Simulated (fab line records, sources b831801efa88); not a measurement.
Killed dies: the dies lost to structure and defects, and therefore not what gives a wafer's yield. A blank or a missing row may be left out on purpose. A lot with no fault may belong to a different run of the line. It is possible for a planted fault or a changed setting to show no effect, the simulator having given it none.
What tool caused it? :: flow gf180mcu :: 42 wafers from 14 lots sampled at 4 of the route's 602 steps

## WHAT THE GAUGES READ, wafer by wafer
GF_POLY_GATE_OVL_MEAS_11. Usual: POLY_GATE_OVL typically reads -4 nm, with standard deviation 5.5.
lot: L177
measured: day 9 05:25
on: overlay-02
POLY_GATE_OVL (nm): -11 -15 -10
flag: 

lot: L178
measured: day 9 07:39
on: overlay-01
POLY_GATE_OVL (nm): -12 -9 -5
flag: 

lot: L179
measured: day 9 21:38
on: overlay-01
POLY_GATE_OVL (nm): 4 -1 0
flag: 

lot: L181
measured: day 10 15:52
on: overlay-01
POLY_GATE_OVL (nm): 0 -1 -2
flag: 

lot: L184
measured: day 11 19:13
on: overlay-02
POLY_GATE_OVL (nm): -6 -8 -6
flag: 

lot: L186
measured: day 11 23:13
on: overlay-02
POLY_GATE_OVL (nm): -5 -1 -4
flag: 

lot: L187
measured: day 12 08:04
on: overlay-02
POLY_GATE_OVL (nm): -2 -3 -2
flag: 

lot: L188
measured: day 12 11:43
on: overlay-01
POLY_GATE_OVL (nm): -7 -3 -9
flag: 

lot: L194
measured: day 14 09:19
on: overlay-01
POLY_GATE_OVL (nm): 3 -4 1
flag: 

lot: L198
measured: day 15 09:54
on: overlay-01
POLY_GATE_OVL (nm): -13 -8 -9
flag: 

lot: L199
measured: day 15 17:52
on: overlay-02
POLY_GATE_OVL (nm): -7 -1 -8
flag: 

lot: L200
measured: day 16 03:15
on: overlay-02
POLY_GATE_OVL (nm): 0 1 1
flag: 

GF_POLY_GATE_THK_MEAS_17. Usual: POLY_GATE_OXIDATION_THK typically reads 4.04 nm, with standard deviation 0.07.
lot: L177
measured: day 9 07:17
on: filmMetro-04
POLY_GATE_OXIDATION_THK (nm): 4.05 4.06 3.95
flag: 

lot: L178
measured: day 9 09:11
on: filmMetro-01
POLY_GATE_OXIDATION_THK (nm): 4.06 4.11 4.15
flag: 

lot: L179
measured: day 9 23:11
on: filmMetro-04
POLY_GATE_OXIDATION_THK (nm): 4.10 4.00 4.00
flag: 

lot: L181
measured: day 10 17:28
on: filmMetro-03
POLY_GATE_OXIDATION_THK (nm): 3.99 4.01 4.03
flag: 

lot: L184
measured: day 11 20:53
on: filmMetro-01
POLY_GATE_OXIDATION_THK (nm): 3.98 3.96 3.96
flag: 

lot: L186
measured: day 12 00:46
on: filmMetro-03
POLY_GATE_OXIDATION_THK (nm): 3.98 3.93 3.93
flag: 

lot: L187
measured: day 12 11:46
on: filmMetro-01
POLY_GATE_OXIDATION_THK (nm): 4.12 4.07 3.99
flag: 

lot: L188
measured: day 12 14:25
on: filmMetro-03
POLY_GATE_OXIDATION_THK (nm): 4.11 4.10 4.13
flag: 

lot: L194
measured: day 14 12:16
on: filmMetro-01
POLY_GATE_OXIDATION_THK (nm): 3.99 4.06 3.97
flag: 

lot: L198
measured: day 15 17:05
on: filmMetro-03
POLY_GATE_OXIDATION_THK (nm): 4.07 4.03 4.08
flag: 

lot: L199
measured: day 16 00:10
on: filmMetro-01
POLY_GATE_OXIDATION_THK (nm): 4.13 4.06 3.94
flag: 

lot: L200
measured: day 16 09:50
on: filmMetro-01
POLY_GATE_OXIDATION_THK (nm): 4.23 4.18 4.23
flag: 

## WHICH TOOL RAN EACH LOT (tool, then ch and the chambers of the sampled wafers, then the start)
lot: L177
GF_STI_ETCH_14: rieSi-01 ch 0,2,3, day 2 01:41
GF_DUAL_GATE_DEVELOP_10: lithoTrack-03 ch 0, day 8 08:32

lot: L178
GF_STI_ETCH_14: rieSi-02 ch 1,2,3, day 2 06:26
GF_DUAL_GATE_DEVELOP_10: lithoTrack-04 ch 0, day 8 11:17

lot: L179
GF_STI_ETCH_14: rieSi-02 ch 2,3, day 2 11:32
GF_DUAL_GATE_DEVELOP_10: lithoTrack-04 ch 0, day 9 00:40

lot: L181
GF_STI_ETCH_14: rieSi-02 ch 1,2, day 2 21:30
GF_DUAL_GATE_DEVELOP_10: lithoTrack-04 ch 0, day 9 18:28

lot: L184
GF_STI_ETCH_14: rieSi-01 ch 0,2,3, day 3 19:33
GF_DUAL_GATE_DEVELOP_10: lithoTrack-04 ch 0, day 10 21:08

lot: L186
GF_STI_ETCH_14: rieSi-01 ch 0,2, day 4 01:56
GF_DUAL_GATE_DEVELOP_10: lithoTrack-02 ch 0, day 10 22:49

lot: L187
GF_STI_ETCH_14: rieSi-01 ch 1,2,3, day 4 05:00
GF_DUAL_GATE_DEVELOP_10: lithoTrack-03 ch 0, day 11 07:14

lot: L188
GF_STI_ETCH_14: rieSi-01 ch 0,2, day 4 10:29
GF_DUAL_GATE_DEVELOP_10: lithoTrack-04 ch 0, day 11 13:31

lot: L194
GF_STI_ETCH_14: rieSi-02 ch 1,2,3, day 5 16:46
GF_DUAL_GATE_DEVELOP_10: lithoTrack-02 ch 0, day 13 08:28

lot: L196
GF_STI_ETCH_14: rieSi-01 ch 0,1,2, day 6 06:05
GF_DUAL_GATE_DEVELOP_10: lithoTrack-04, day 13 21:56

lot: L197
GF_STI_ETCH_14: rieSi-02 ch 0,1,2, day 6 08:44
GF_DUAL_GATE_DEVELOP_10: lithoTrack-04, day 14 03:40

lot: L198
GF_STI_ETCH_14: rieSi-01 ch 0,2, day 6 14:08
GF_DUAL_GATE_DEVELOP_10: lithoTrack-03 ch 0, day 14 07:55

lot: L199
GF_STI_ETCH_14: rieSi-02 ch 0,2, day 6 19:14
GF_DUAL_GATE_DEVELOP_10: lithoTrack-04 ch 0, day 14 17:37

lot: L200
GF_STI_ETCH_14: rieSi-01 ch 1,2,3, day 6 23:55
GF_DUAL_GATE_DEVELOP_10: lithoTrack-04 ch 0, day 14 23:56
- GF_STI_ETCH_14: etches Si in HBr/Cl2/O2, target depth 360 nm, time 102.9 s.
- GF_DUAL_GATE_DEVELOP_10: develop time 60 s.

## WHAT THE TOOLS THEMSELVES READ (means of the sampled wafers that have a number; where no wafer has one, the mark that the record gives instead)
GF_STI_ETCH_14. Usual: biasW 150.0 W, standard deviation 0.45; drypumpMotorCurrentA 5.6 A, standard deviation 0.61; oesProductAu 1.000 a.u., standard deviation 0.016; throttleValvePct 25.657 %, standard deviation 0.013.
lot: L177
tool: rieSi-01
biasW (W): 149.7
drypumpMotorCurrentA (A): 5.9
oesProductAu (a.u.): 1.003
throttleValvePct (%): 25.651
flag: 

lot: L178
tool: rieSi-02
biasW (W): 150.6
drypumpMotorCurrentA (A): 5.6
oesProductAu (a.u.): 1.016
throttleValvePct (%): 25.646
flag: 

lot: L179
tool: rieSi-02
biasW (W): 149.6
drypumpMotorCurrentA (A): 5.7
oesProductAu (a.u.): 1.012
throttleValvePct (%): 25.652
flag: 

lot: L181
tool: rieSi-02
biasW (W): 149.9
drypumpMotorCurrentA (A): 5.4
oesProductAu (a.u.): 1.016
throttleValvePct (%): 25.644
flag: 

lot: L184
tool: rieSi-01
biasW (W): 150.3
drypumpMotorCurrentA (A): 5.8
oesProductAu (a.u.): 0.995
throttleValvePct (%): 25.654
flag: 

lot: L186
tool: rieSi-01
biasW (W): 150.2
drypumpMotorCurrentA (A): 6.2
oesProductAu (a.u.): 1.002
throttleValvePct (%): 25.650
flag: 

lot: L187
tool: rieSi-01
biasW (W): 149.5
drypumpMotorCurrentA (A): 5.3
oesProductAu (a.u.): 0.997
throttleValvePct (%): 25.664
flag: 

lot: L188
tool: rieSi-01
biasW (W): 150.1
drypumpMotorCurrentA (A): 5.9
oesProductAu (a.u.): 0.997
throttleValvePct (%): 25.661
flag: 

lot: L194
tool: rieSi-02
biasW (W): 149.6
drypumpMotorCurrentA (A): 5.6
oesProductAu (a.u.): 1.011
throttleValvePct (%): 25.643
flag: 

lot: L196
tool: rieSi-01
biasW (W): 150.1
drypumpMotorCurrentA (A): 5.5
oesProductAu (a.u.): 0.993
throttleValvePct (%): 25.663
flag: 

lot: L197
tool: rieSi-02
biasW (W): 149.5
drypumpMotorCurrentA (A): 5.6
oesProductAu (a.u.): 1.005
throttleValvePct (%): 25.656
flag: 

lot: L198
tool: rieSi-01
biasW (W): 150.3
drypumpMotorCurrentA (A): 5.8
oesProductAu (a.u.): 0.996
throttleValvePct (%): 25.663
flag: 

lot: L199
tool: rieSi-02
biasW (W): 149.6
drypumpMotorCurrentA (A): 5.7
oesProductAu (a.u.): 0.990
throttleValvePct (%): 25.660
flag: 

lot: L200
tool: rieSi-01
biasW (W): 150.0
drypumpMotorCurrentA (A): 5.2
oesProductAu (a.u.): 0.984
throttleValvePct (%): 25.672
flag: 

GF_DUAL_GATE_DEVELOP_10. Usual: chillPlateTempC at 22.98 C, with a standard deviation of 0.11.
lot: L177
tool: lithoTrack-03
chillPlateTempC (C): 23.02
flag: 

lot: L178
tool: lithoTrack-04
chillPlateTempC (C): 23.10
flag: 

lot: L179
tool: lithoTrack-04
chillPlateTempC (C): 22.89
flag: 

lot: L181
tool: lithoTrack-04
chillPlateTempC (C): 22.94
flag: 

lot: L184
tool: lithoTrack-04
chillPlateTempC (C): 23.03
flag: 

lot: L186
tool: lithoTrack-02
chillPlateTempC (C): 23.00
flag: 

lot: L187
tool: lithoTrack-03
chillPlateTempC (C): 23.09
flag: 

lot: L188
tool: lithoTrack-04
chillPlateTempC (C): 22.96
flag: 

lot: L194
tool: lithoTrack-02
chillPlateTempC (C): 23.00
flag: 

lot: L196
tool: lithoTrack-04
chillPlateTempC (C): -
flag: OFF

lot: L197
tool: lithoTrack-04
chillPlateTempC (C): -
flag: OFF

lot: L198
tool: lithoTrack-03
chillPlateTempC (C): 22.93
flag: 

lot: L199
tool: lithoTrack-04
chillPlateTempC (C): 22.89
flag: 

lot: L200
tool: lithoTrack-04
chillPlateTempC (C): 22.98
flag: 

## THE ANSWER, worked out from the rows above alone
Rule: lot off if the mean of its wafers having a number is beyond 3 standard deviations from the usual mean. Also off: a lot with no number at a reading for which 4 or more lots have one. Where the step has rows for the other lots, those lots are counted as sound. First the gauges in route order, then the tools' own readings, where a lot's mean is used as printed above. The first step at which some lot is off is used, and at that step the reading that is off furthest; a lot without a number counts as furthest.
Off: L196, L197 (GF_DUAL_GATE_DEVELOP_10, chillPlateTempC). Without a number there: L196, L197.
If a tool, at that step or one of the process steps before it, ran each lot that is off and ran no sound lot following the first of them, it fits. Of those tried, none fits.

## WHAT WAS PUT IN BY THE SIMULATOR
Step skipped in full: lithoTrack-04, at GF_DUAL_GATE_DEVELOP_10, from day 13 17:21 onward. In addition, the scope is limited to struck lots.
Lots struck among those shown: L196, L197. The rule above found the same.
